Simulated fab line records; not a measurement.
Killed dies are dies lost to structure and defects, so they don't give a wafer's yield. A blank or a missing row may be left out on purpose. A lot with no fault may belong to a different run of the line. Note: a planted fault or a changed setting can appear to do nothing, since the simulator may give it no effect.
fab line records ; flow sky130
record: lots: 14; wafers: 42; last_day: 50
route steps=708 shown VT_ADJUST_HVTP@95 VT_ADJUST_LVTN@117 VT_ADJUST_NCORE@130 VT_ADJUST_PCH@145
lots that met no fault: from a run of the same line without faults
start_h: the number of hours between the record's first day and the start of the first shown wafer of the lot ; wait_h: time in hours since the lot's previous step ; " same as the row above ; L1.1+2: several wafers, shown together as one row ; - no value present, or no start provided ; * or withheld: withheld ; < > ~ a bound
route shown NAME@n: NAME is a module with steps in the file, n the number in the route of the first one ; usual: the fault-free wafers' mean and standard deviation ; same: alike in all rows ; chamber/n: place in a boat ; sites: per-site readings ; _std_site: how widely they spread, as a standard deviation ; _edge_site: outer sites' mean less inner sites' ; radius_mm: how far each site lies from the wafer's centre ; mask NAME#n: copy n ; behind: the most recent tool/chamber to have shaped the wafer ; hold: why the lot went on hold/how many hours it stayed there/how the hold came to an end ; device: the transistor (n, p or np) that didn't switch ; end of line: at the end of the route, the tests of the same wafers ; where a step has no rows: the recipe by itself ; killed: at the first sort, the dies lost to defects and structure; wafer yield is something else ; map: dies across one wafer; x = killed, . = not, _ = none there
set.NAME: setting as actually run; set.NAME@STEP: the setting as run at that earlier step ; model.NAME: the simulator's own value behind a step, which no gauge read
a sample of lots followed through the steps of the route, with each step as a table and each wafer as a row
services: the hour from which a tool's chamber was out of use, counted from the record's first day as start_h (under 0 if before that day), plus the number of hours and why
== steps ==
step: SKY_VT_ADJUST_HVTP_STRIP_10
recipe: chemistry: O2/N2; power_w: 1400; pressure_mtorr: 1500; platen_temp_c: withheld; o2_flow_sccm: 3000; n2_flow_sccm: 300; overash_fraction: 0.5
usual: drypump_motor_current_A: 5.9/0.31; oes_product_au: 0.715/0.0045; strip_time_to_endpoint_s: 14.19/0.045
lot.wafer;tool;chamber;start_h;wait_h;drypump_motor_current_A;oes_product_au;rf_hours_counter_h;strip_time_to_endpoint_s
L405.1;plasma_asher-01;1;125.00;0.1;5.5;0.713;43;14.14
L405.3;plasma_asher-01;0;125.00;0.1;5.8;0.727;-;14.15
L405.5;plasma_asher-01;0;125.00;0.1;5.8;0.707;-;14.16
L406.1;plasma_asher-01;0;133.59;0.1;5.8;0.712;44;14.19
L406.4;plasma_asher-01;1;133.59;0.1;5.5;0.715;-;14.19
L406.6;plasma_asher-01;1;133.59;0.1;5.5;0.717;-;14.17
L408.2;plasma_asher-02;0;142.30;0.1;6.1;0.717;34;14.14
L408.3;plasma_asher-02;0;142.30;0.1;6.1;0.716;-;14.18
L408.5;plasma_asher-02;0;142.30;0.1;6.1;0.712;-;14.16
L412.1;plasma_asher-01;1;166.50;0.1;5.5;0.712;47;14.18
L412.3;plasma_asher-01;1;166.50;0.1;5.5;0.720;-;14.16
L412.5;plasma_asher-01;0;166.50;0.1;5.8;0.718;-;14.16
L414.2;plasma_asher-04;0;180.95;0.1;6.2;0.719;50;14.22
L414.4;plasma_asher-04;0;180.95;0.1;6.2;0.712;-;14.29
L414.6;plasma_asher-04;0;180.95;0.1;6.3;0.715;-;14.26
L415.1;plasma_asher-04;0;184.35;0.1;6.2;0.724;50;14.13
L415.3;plasma_asher-04;1;184.35;0.1;6.1;0.713;-;14.12
L415.5;plasma_asher-04;1;184.35;0.1;6.1;0.709;-;14.11
L416.1;plasma_asher-01;1;192.75;0.1;5.5;0.706;50;14.15
L416.3;plasma_asher-01;0;192.75;0.1;5.8;0.717;-;14.15
L416.5;plasma_asher-01;1;192.75;0.1;5.5;0.716;-;14.17
L417.2;plasma_asher-02;0;199.95;0.1;6.1;0.722;39;14.18
L417.4;plasma_asher-02;1;199.95;0.1;6.3;0.721;-;14.20
L417.5;plasma_asher-02;1;199.95;0.1;6.3;0.713;-;14.16
L418.4;plasma_asher-01;1;205.68;0.1;5.5;0.714;-;14.25
L418.5;plasma_asher-01;0;205.68;0.1;5.8;0.709;-;14.29
L418.6;plasma_asher-01;1;205.68;0.1;5.5;0.718;-;14.21
L423.3;plasma_asher-01;1;238.02;0.1;5.5;0.716;-;14.15
L423.4;plasma_asher-01;0;238.02;0.1;5.8;0.720;-;14.12
L423.5;plasma_asher-01;0;238.02;0.1;5.8;0.718;-;14.22
L425.1;plasma_asher-01;1;248.84;0.1;5.4;0.718;57;14.19
L425.3;plasma_asher-01;1;248.84;0.1;5.4;0.708;-;14.23
L425.5;plasma_asher-01;1;248.84;0.1;5.5;0.715;-;14.23
L426.1;plasma_asher-01;0;265.37;0.1;5.8;0.714;58;14.15
L426.4;plasma_asher-01;0;265.37;0.1;5.8;0.708;-;14.20
L426.6;plasma_asher-01;1;265.37;0.1;5.5;0.724;-;14.14
L427.1;plasma_asher-01;1;275.55;0.1;5.5;0.711;59;14.18
L427.5;plasma_asher-01;1;275.55;0.1;5.5;0.711;-;14.18
L427.6;plasma_asher-01;0;275.55;0.1;5.8;0.720;-;14.12
L428.3;plasma_asher-02;1;281.77;0.1;6.3;0.715;-;14.16
L428.4;plasma_asher-02;0;281.77;0.1;6.1;0.721;-;14.20
L428.5;plasma_asher-02;0;281.77;0.1;6.1;0.718;-;14.17
step: SKY_VT_ADJUST_LVTN_STRIP_20
recipe: chemistry: O2/N2; power_w: 1400; pressure_mtorr: 1500; platen_temp_c: withheld; o2_flow_sccm: 3000; n2_flow_sccm: 300; overash_fraction: 0.5
usual: drypump_motor_current_A: 6.12/0.19; oes_product_au: 0.715/0.0045; strip_time_to_endpoint_s: 14.16/0.039
lot.wafer;tool;chamber;start_h;wait_h;drypump_motor_current_A;oes_product_au;rf_hours_counter_h;strip_time_to_endpoint_s
L405.1;plasma_asher-02;1;164.99;0.1;6.32;0.714;36;14.16
L405.3;plasma_asher-02;0;164.99;0.1;6.06;0.718;-;14.19
L405.5;plasma_asher-02;0;164.99;0.1;6.07;0.721;-;14.17
L406.1;plasma_asher-04;0;173.14;0.1;6.27;0.713;49;14.22
L406.4;plasma_asher-04;0;173.14;0.1;6.22;0.715;-;14.18
L406.6;plasma_asher-04;1;173.14;0.1;6.09;0.717;-;14.21
L408.2;plasma_asher-04;1;182.38;0.1;6.09;0.704;50;14.10
L408.3;plasma_asher-04;0;182.38;0.1;6.25;0.716;-;14.09
L408.5;plasma_asher-04;0;182.38;0.1;6.26;0.713;-;14.14
L412.1;plasma_asher-02;1;210.28;0.1;6.35;0.714;41;14.15
L412.3;plasma_asher-02;0;210.28;0.1;6.03;0.714;-;14.11
L412.5;plasma_asher-02;1;210.28;0.1;6.34;0.714;-;14.19
L414.2;plasma_asher-04;0;227.04;0.1;6.22;0.719;52;14.14
L414.4;plasma_asher-04;0;227.04;0.1;6.26;0.710;-;14.11
L414.6;plasma_asher-04;1;227.04;0.1;6.10;0.727;-;14.13
L415.1;plasma_asher-02;0;228.79;0.1;6.04;0.710;43;14.24
L415.3;plasma_asher-02;1;228.79;0.1;6.31;0.713;-;14.19
L415.5;plasma_asher-02;1;228.79;0.1;6.36;0.717;-;14.18
L416.1;plasma_asher-04;0;238.28;0.1;6.27;0.715;53;14.17
L416.3;plasma_asher-04;0;238.28;0.1;6.23;0.711;-;14.17
L416.5;plasma_asher-04;0;238.28;0.1;6.25;0.717;-;14.17
L417.2;plasma_asher-03;1;244.93;0.1;6.22;0.719;11;14.26
L417.4;plasma_asher-03;1;244.93;0.1;6.18;0.717;-;14.17
L417.5;plasma_asher-03;0;244.93;0.1;5.69;0.705;-;14.16
L418.4;plasma_asher-04;0;251.76;0.1;6.23;0.713;-;14.19
L418.5;plasma_asher-04;0;251.76;0.1;6.25;0.715;-;14.22
L418.6;plasma_asher-04;1;251.76;0.1;6.08;0.715;-;14.19
L423.3;plasma_asher-03;1;286.07;0.1;6.19;0.722;-;14.14
L423.4;plasma_asher-03;0;286.07;0.1;5.71;0.716;-;14.14
L423.5;plasma_asher-03;0;286.07;0.1;5.71;0.718;-;14.10
L425.1;plasma_asher-04;0;298.58;0.1;6.21;0.720;59;14.18
L425.3;plasma_asher-04;1;298.58;0.1;6.10;0.715;-;14.17
L425.5;plasma_asher-04;1;298.58;0.1;6.11;0.718;-;14.19
L426.1;plasma_asher-02;0;315.28;0.1;6.06;0.722;52;14.20
L426.4;plasma_asher-02;1;315.28;0.1;6.35;0.713;-;14.17
L426.6;plasma_asher-02;1;315.28;0.1;6.35;0.714;-;14.20
L427.1;plasma_asher-03;0;326.78;0.1;5.70;0.713;19;14.13
L427.5;plasma_asher-03;1;326.78;0.1;6.17;0.711;-;14.12
L427.6;plasma_asher-03;0;326.78;0.1;5.71;0.718;-;14.09
L428.3;plasma_asher-03;1;333.57;0.1;6.18;0.710;-;14.16
L428.4;plasma_asher-03;0;333.57;0.1;5.72;0.712;-;14.20
L428.5;plasma_asher-03;0;333.57;0.1;5.71;0.717;-;14.12
step: SKY_VT_ADJUST_NCORE_TW_MEAS_11
usual: VT_ADJUST_NCORE_TW: 218.1/2.1
lot.wafer;tool;chamber;start_h;wait_h;VT_ADJUST_NCORE_TW
L405.1;film_metro-01;-;185.24;0.1;217.0
L405.3;film_metro-01;-;185.24;0.1;217.7
L405.5;film_metro-01;-;185.24;0.1;218.4
L406.1;film_metro-04;-;194.96;0.1;221.3
L406.4;film_metro-04;-;194.96;0.1;220.1
L406.6;film_metro-04;-;194.96;0.1;223.1
L408.2;film_metro-02;-;205.20;0.1;215.4
L408.3;film_metro-02;-;205.20;0.1;215.3
L408.5;film_metro-02;-;205.20;0.1;215.5
L412.1;film_metro-01;-;232.24;0.1;217.7
L412.3;film_metro-01;-;232.24;0.1;218.4
L412.5;film_metro-01;-;232.24;0.1;218.6
L414.2;film_metro-01;-;249.90;0.1;216.8
L414.4;film_metro-01;-;249.90;0.1;217.5
L414.6;film_metro-01;-;249.90;0.1;216.9
L415.1;film_metro-01;-;251.91;0.1;217.0
L415.3;film_metro-01;-;251.91;0.1;218.6
L415.5;film_metro-01;-;251.91;0.1;217.1
L416.1;film_metro-01;-;262.59;0.1;218.6
L416.3;film_metro-01;-;262.59;0.1;217.7
L416.5;film_metro-01;-;262.59;0.1;216.4
L417.2;film_metro-01;-;268.62;0.1;218.5
L417.4;film_metro-01;-;268.62;0.1;217.8
L417.5;film_metro-01;-;268.62;0.1;218.1
L418.4;film_metro-02;-;276.33;0.1;218.5
L418.5;film_metro-02;-;276.33;0.1;216.0
L418.6;film_metro-02;-;276.33;0.1;218.0
L423.3;film_metro-02;-;311.92;0.1;216.1
L423.4;film_metro-02;-;311.92;0.1;214.9
L423.5;film_metro-02;-;311.92;0.1;216.1
L425.1;film_metro-02;-;325.21;0.1;215.2
L425.3;film_metro-02;-;325.21;0.1;215.0
L425.5;film_metro-02;-;325.21;0.1;215.5
L426.1;film_metro-04;-;341.46;0.1;222.2
L426.4;film_metro-04;-;341.46;0.1;222.4
L426.6;film_metro-04;-;341.46;0.1;220.7
L427.1;film_metro-04;-;354.26;0.1;222.4
L427.5;film_metro-04;-;354.26;0.1;221.2
L427.6;film_metro-04;-;354.26;0.1;222.4
L428.3;film_metro-01;-;361.49;0.1;218.3
L428.4;film_metro-01;-;361.49;0.1;218.6
L428.5;film_metro-01;-;361.49;0.1;218.2
step: SKY_VT_ADJUST_PCH_COAT_02
recipe: spin_rpm: 2000; resist_thk_nm: 3000
usual: exhaust_pa: 45.0/0.91; spin_speed_rpm: 1999.8/1.6
lot.wafer;tool;chamber;start_h;wait_h;exhaust_pa;spin_speed_rpm
L405.1;litho_track-02;0;218.44;0.1;45.3;1997.8
L405.3;litho_track-02;0;218.44;0.1;45.6;2001.4
L405.5;litho_track-02;0;218.44;0.1;44.4;2001.4
L406.1;litho_track-02;0;228.99;0.1;45.2;1998.3
L406.4;litho_track-02;0;228.99;0.1;45.0;1999.4
L406.6;litho_track-02;0;228.99;0.1;45.3;1999.6
L408.2;litho_track-02;0;238.61;0.1;45.8;1999.5
L408.3;litho_track-02;0;238.61;0.1;45.5;1999.9
L408.5;litho_track-02;0;238.61;0.1;46.0;1998.1
L412.1;litho_track-03;0;268.38;0.1;45.2;1999.8
L412.3;litho_track-03;0;268.38;0.1;44.6;1999.9
L412.5;litho_track-03;0;268.38;0.1;43.9;1998.9
L414.2;litho_track-03;0;286.66;0.1;46.9;2002.2
L414.4;litho_track-03;0;286.66;0.1;45.5;1998.9
L414.6;litho_track-03;0;286.66;0.1;46.6;1999.8
L415.1;litho_track-03;0;288.83;0.1;45.4;1715.8
L415.3;litho_track-03;0;288.83;0.1;45.6;1715.6
L415.5;litho_track-03;0;288.83;0.1;45.3;1713.8
L416.1;litho_track-02;0;299.34;0.1;43.4;1996.7
L416.3;litho_track-02;0;299.34;0.1;44.2;2003.1
L416.5;litho_track-02;0;299.34;0.1;42.7;1999.1
L417.2;litho_track-02;0;306.01;0.1;43.3;1999.3
L417.4;litho_track-02;0;306.01;0.1;45.9;1999.5
L417.5;litho_track-02;0;306.01;0.1;46.2;1999.2
L418.4;litho_track-03;0;314.46;0.1;44.8;1714.3
L418.5;litho_track-03;0;314.46;0.1;42.7;1715.8
L418.6;litho_track-03;0;314.46;0.1;43.5;1716.1
L423.3;litho_track-02;0;351.79;0.1;46.3;1998.9
L423.4;litho_track-02;0;351.79;0.1;43.7;1998.5
L423.5;litho_track-02;0;351.79;0.1;44.4;2000.3
L425.1;litho_track-02;0;366.14;0.1;45.4;2000.5
L425.3;litho_track-02;0;366.14;0.1;43.8;1999.4
L425.5;litho_track-02;0;366.14;0.1;45.0;2001.2
L426.1;litho_track-04;0;383.54;0.1;44.8;1999.8
L426.4;litho_track-04;0;383.54;0.1;44.3;1999.5
L426.6;litho_track-04;0;383.54;0.1;44.9;2001.0
L427.1;litho_track-03;0;396.53;0.1;44.6;1998.7
L427.5;litho_track-03;0;396.53;0.1;45.8;1997.3
L427.6;litho_track-03;0;396.53;0.1;44.5;1998.7
L428.3;litho_track-02;0;404.59;0.1;44.3;2000.1
L428.4;litho_track-02;0;404.59;0.1;44.6;1998.0
L428.5;litho_track-02;0;404.59;0.1;44.8;1999.5
step: SKY_VT_ADJUST_PCH_STRIP_09
recipe: chemistry: O2/N2; power_w: 1400; pressure_mtorr: 1500; platen_temp_c: withheld; o2_flow_sccm: 3000; n2_flow_sccm: 300; overash_fraction: 0.5
usual: drypump_motor_current_A: 5.98/0.3; oes_product_au: 0.722/0.0044; strip_time_to_endpoint_s: 36.93/0.1
lot.wafer;tool;chamber;start_h;wait_h;drypump_motor_current_A;oes_product_au;rf_hours_counter_h;strip_time_to_endpoint_s
L405.1;plasma_asher-04;0;230.77;0.1;6.25;0.712;52;36.97
L405.3;plasma_asher-04;1;230.77;0.1;6.11;0.718;-;36.88
L405.5;plasma_asher-04;0;230.77;0.1;6.25;0.722;-;36.99
L406.1;plasma_asher-02;1;240.43;0.1;6.32;0.726;44;36.97
L406.4;plasma_asher-02;0;240.43;0.1;6.06;0.725;-;36.72
L406.6;plasma_asher-02;0;240.43;0.1;6.05;0.725;-;36.86
L408.2;plasma_asher-01;1;250.83;0.1;5.52;0.722;57;36.75
L408.3;plasma_asher-01;1;250.83;0.1;5.49;0.722;-;36.80
L408.5;plasma_asher-01;0;250.83;0.1;5.81;0.721;-;36.82
L412.1;plasma_asher-04;0;281.53;0.1;6.26;0.723;57;36.89
L412.3;plasma_asher-04;0;281.53;0.1;6.27;0.721;-;36.95
L412.5;plasma_asher-04;1;281.53;0.1;6.09;0.724;-;37.06
L414.2;plasma_asher-01;1;299.48;0.1;5.48;0.728;61;36.86
L414.4;plasma_asher-01;0;299.48;0.1;5.82;0.721;-;36.91
L414.6;plasma_asher-01;0;299.48;0.1;5.82;0.726;-;37.04
L415.1;plasma_asher-04;0;301.98;0.1;6.27;0.725;59;39.80
L415.3;plasma_asher-04;1;301.98;0.1;6.09;0.719;-;39.74
L415.5;plasma_asher-04;1;301.98;0.1;6.09;0.724;-;39.82
L416.1;plasma_asher-02;1;313.18;0.1;6.34;0.728;51;37.01
L416.3;plasma_asher-02;0;313.18;0.1;6.06;0.726;-;36.95
L416.5;plasma_asher-02;0;313.18;0.1;6.08;0.717;-;37.05
L417.2;plasma_asher-04;1;318.98;0.1;6.10;0.719;61;36.92
L417.4;plasma_asher-04;0;318.98;0.1;6.24;0.722;-;36.98
L417.5;plasma_asher-04;0;318.98;0.1;6.25;0.727;-;37.06
L418.4;plasma_asher-01;1;327.16;0.1;5.46;0.719;-;39.80
L418.5;plasma_asher-01;0;327.16;0.1;5.81;0.725;-;39.75
L418.6;plasma_asher-01;1;327.16;0.1;5.47;0.721;-;39.71
L423.3;plasma_asher-02;1;366.36;0.1;6.33;0.718;-;36.81
L423.4;plasma_asher-02;0;366.36;0.1;6.05;0.724;-;36.89
L423.5;plasma_asher-02;1;366.36;0.1;6.31;0.719;-;36.84
L425.1;plasma_asher-01;1;380.53;0.1;5.49;0.722;70;36.81
L425.3;plasma_asher-01;0;380.53;0.1;5.82;0.714;-;36.76
L425.5;plasma_asher-01;0;380.53;0.1;5.81;0.723;-;36.81
L426.1;plasma_asher-04;0;398.68;0.1;6.23;0.719;68;37.03
L426.4;plasma_asher-04;0;398.68;0.1;6.24;0.725;-;37.03
L426.6;plasma_asher-04;1;398.68;0.1;6.09;0.725;-;36.98
L427.1;plasma_asher-04;1;411.62;0.1;6.10;0.722;69;37.07
L427.5;plasma_asher-04;0;411.62;0.1;6.27;0.714;-;36.94
L427.6;plasma_asher-04;1;411.62;0.1;6.09;0.719;-;37.11
L428.3;plasma_asher-04;0;419.96;0.1;6.24;0.727;-;36.96
L428.4;plasma_asher-04;1;419.96;0.1;6.11;0.718;-;36.94
L428.5;plasma_asher-04;1;419.96;0.1;6.11;0.719;-;36.97
== services ==
tool;chamber;start_h;hours;kind
plasma_asher-03;-;108.75;9.0;pm
plasma_asher-03;0;108.75;9.0;vent_cycle
plasma_asher-03;1;108.75;9.0;vent_cycle
plasma_asher-03;0;117.75;-;clean
plasma_asher-03;1;117.75;-;clean
plasma_asher-03;-;125.19;7.4;pm
plasma_asher-04;-;197.05;28.1;pm
litho_track-03;-;206.36;-;consumable_replace:filter
litho_track-02;-;214.91;-;consumable_replace:filter
plasma_asher-03;-;229.38;14.1;repair
plasma_asher-04;-;342.92;3.4;repair
plasma_asher-04;-;346.48;14.6;pm
plasma_asher-03;-;373.65;14.6;pm
== key ==
first_sign: step: SKY_VT_ADJUST_PCH_COAT_02; reading: spin_speed_rpm; direction: down; sigmas: 99+; usual: 1999.8; struck: 1715.2
effect: step: SKY_VT_ADJUST_PCH_STRIP_09; reading: strip_time_to_endpoint_s; direction: up; sigmas: 28; usual: *; struck: *
met_at SKY_VT_ADJUST_PCH_COAT_02
struck_lots L415,L418
sort_left_out L415.1,L415.3,L415.5
tester_left_out L415,L418
not_acting_at SKY_VT_ADJUST_HVTP_STRIP_10,SKY_VT_ADJUST_LVTN_STRIP_20,SKY_VT_ADJUST_NCORE_TW_MEAS_11
onset_between 286.66 288.83
fault: kind: process_parameter_drift; tool: litho_track-03; chamber: -; onset_h: 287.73; steps: SKY_VT_ADJUST_PCH_COAT_02; channel: spin_rpm; offset: -284; shape: step; end_h: 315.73; acts_in: these_recipes_only; stated: 2000
tester_left_out: of these lots the tester's yield and bins aren't shown, on N5 and GAA mostly nor the transistor test; their killed dies are dies lost to structure and defects alone, not to doping, threshold or leakage, so they don't give the yield
sort_left_out: the simulated sort isn't trusted on such a fault, so these wafers' sort isn't shown, and their yield isn't known
